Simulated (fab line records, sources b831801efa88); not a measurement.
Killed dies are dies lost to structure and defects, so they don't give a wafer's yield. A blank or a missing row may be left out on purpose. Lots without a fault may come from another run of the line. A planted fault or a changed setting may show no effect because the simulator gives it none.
Which tool did it? | flow gf180mcu | 14 lots, 42 wafers sampled, at 4 steps of a route of 602

WHAT THE GAUGES READ, wafer by wafer
GF_POLY_GATE_OVL_MEAS_11.
lot  | measured     | on         | POLY_GATE_OVL (nm)
L729 | day 9 05:02  | overlay-01 | 4 6 1
L730 | day 9 11:59  | overlay-01 | -4 0 -4
L732 | day 10 03:26 | overlay-02 | 6 5 5
L733 | day 10 09:03 | overlay-01 | -5 -9 -4
L734 | day 10 13:35 | overlay-02 | 2 6 5
L736 | day 11 07:09 | overlay-02 | 6 10 -3
L738 | day 11 19:56 | overlay-02 | 6 6 1
L739 | day 12 06:17 | overlay-02 | -1 5 -2
L746 | day 14 18:43 | overlay-02 | 5 5 3
L747 | day 15 07:05 | overlay-01 | 4 2 0
L748 | day 15 13:11 | overlay-01 | -2 0 0
L750 | day 15 15:59 | overlay-02 | 6 13 5
L751 | day 16 04:32 | overlay-01 | 4 6 -3
L752 | day 16 07:16 | overlay-01 | 1 6 6

GF_HV_LDD_TW_MEAS_38.
lot  | measured     | on            | HV_LDD_3_TW
L729 | day 11 14:35 | film_metro-04 | 1453 1458 1454
L730 | day 11 21:57 | film_metro-04 | 1449 1458 1452
L732 | day 12 13:25 | film_metro-04 | 1455 1456 1453
L733 | day 12 23:08 | film_metro-01 | 1431 1430 1433
L734 | day 13 03:43 | film_metro-02 | 1475 1474 1469
L736 | day 13 21:07 | film_metro-01 | 1434 1438 1436
L738 | day 14 11:18 | film_metro-02 | 1481 1480 1478
L739 | day 15 00:24 | film_metro-01 | 1432 1435 1425
L746 | day 17 16:46 | film_metro-02 | 1468 1478 1476
L747 | day 18 06:34 | film_metro-04 | 1439 1448 1438
L748 | day 18 13:28 | film_metro-01 | 1441 1441 1450
L750 | day 18 16:22 | film_metro-01 | 1439 1443 1444
L751 | day 19 05:19 | film_metro-04 | 1448 1449 1450
L752 | day 19 08:38 | film_metro-04 | 1434 1438 1440

GF_HV_LDD_CD_MEAS_46: target cd 400 nm.
lot  | measured     | on        | cd_nm (nm)
L729 | day 12 10:11 | cd_sem-01 | 405.0 403.4 403.4
L730 | day 12 17:21 | cd_sem-01 | 401.5 401.2 402.0
L732 | day 13 08:59 | cd_sem-01 | 397.0 399.1 399.1
L733 | day 13 19:17 | cd_sem-01 | 399.3 401.0 400.9
L734 | day 14 00:03 | cd_sem-02 | 398.1 397.3 396.7
L736 | day 14 18:20 | cd_sem-01 | 399.8 402.2 400.3
L738 | day 15 08:34 | cd_sem-02 | 396.3 399.7 397.2
L739 | day 15 21:58 | cd_sem-02 | 401.6 401.9 403.2
L746 | day 18 17:00 | cd_sem-02 | - - -
L747 | day 19 07:08 | cd_sem-01 | - - -
L748 | day 19 13:32 | cd_sem-01 | 398.8 397.2 401.2
L750 | day 19 17:05 | cd_sem-02 | 396.2 399.2 396.7
L751 | day 20 05:41 | cd_sem-02 | 405.9 407.0 406.6
L752 | day 20 09:04 | cd_sem-01 | 397.0 398.6 397.8

WHICH TOOL RAN EACH LOT (tool, then ch and the chambers of the sampled wafers, then the start)
lot  | GF_HV_LDD_COAT_41
L729 | litho_track-01 ch 0, day 12 00:13
L730 | litho_track-03 ch 0, day 12 07:34
L732 | litho_track-01 ch 0, day 12 22:49
L733 | litho_track-02 ch 0, day 13 08:42
L734 | litho_track-01 ch 0, day 13 13:20
L736 | litho_track-03 ch 0, day 14 07:25
L738 | litho_track-03 ch 0, day 14 21:34
L739 | litho_track-03 ch 0, day 15 10:52
L746 | litho_track-03, day 18 04:31
L747 | litho_track-01, day 18 18:38
L748 | litho_track-03 ch 0, day 19 01:37
L750 | litho_track-01 ch 0, day 19 03:53
L751 | litho_track-02 ch 0, day 19 17:49
L752 | litho_track-03 ch 0, day 19 21:05
- GF_HV_LDD_COAT_41: resist thk 1000 nm.

WHAT THE TOOLS THEMSELVES READ (means of the sampled wafers that have a number; where no wafer has one, the mark that the record gives instead)
GF_HV_LDD_COAT_41.
lot  | tool           | chill_plate_temp_C (C) | dispense_pressure_kPa (kPa) | resist_line_temp_C (C)
L729 | litho_track-01 | 23.15                  | 53.2                        | 22.92
L730 | litho_track-03 | 22.89                  | 55.5                        | 22.90
L732 | litho_track-01 | 23.12                  | 53.2                        | 22.94
L733 | litho_track-02 | 22.92                  | 53.3                        | 23.00
L734 | litho_track-01 | 22.84                  | 53.2                        | 23.05
L736 | litho_track-03 | 23.08                  | 55.5                        | 22.98
L738 | litho_track-03 | 23.11                  | 55.5                        | 23.05
L739 | litho_track-03 | 23.07                  | 55.5                        | 22.93
L746 | litho_track-03 | -                      | -                           | -
L747 | litho_track-01 | -                      | -                           | -
L748 | litho_track-03 | 23.04                  | 55.6                        | 23.02
L750 | litho_track-01 | 23.01                  | 53.3                        | 22.92
L751 | litho_track-02 | 22.99                  | 53.3                        | 23.17
L752 | litho_track-03 | 23.09                  | 55.6                        | 23.05

THE ANSWER, worked out from the rows above alone
Rule: what is usual is taken from the lots themselves. Put in order of their means at a reading, lots are off if they are a third of the lots or fewer, leave a main group of 4 or more, and stand apart from it by a gap of 3 or more times the standard deviation of the main group's means; of several such gaps the widest counts. A main group whose means are all the same, to the digits that the tables above print for the reading, isn't used. A lot without any number at a reading at which 4 lots or more have one is off too. The other lots that the step has rows for count as sound. The gauges are gone through in route order, then the tools' own readings, and for those a lot's mean is taken as printed above. The first step at which some lot is off is used, and at that step the reading that is off furthest; a lot without a number counts as furthest.
Off: L746, L747, at GF_HV_LDD_CD_MEAS_46 (cd_nm). Without a number there: L746, L747. The main group: mean 400.3 nm, standard deviation 2.8.
A tool fits if, at a process step before that reading, it ran every lot that is off, and no sound lot after the first of them. The gauges at GF_HV_LDD_CD_MEAS_46 aren't tried: what is off there is off at GF_HV_LDD_COAT_41 too, on other tools, and a gauge's error can't cause that. None of those tried fits.

WHAT THE SIMULATOR HAD PUT IN
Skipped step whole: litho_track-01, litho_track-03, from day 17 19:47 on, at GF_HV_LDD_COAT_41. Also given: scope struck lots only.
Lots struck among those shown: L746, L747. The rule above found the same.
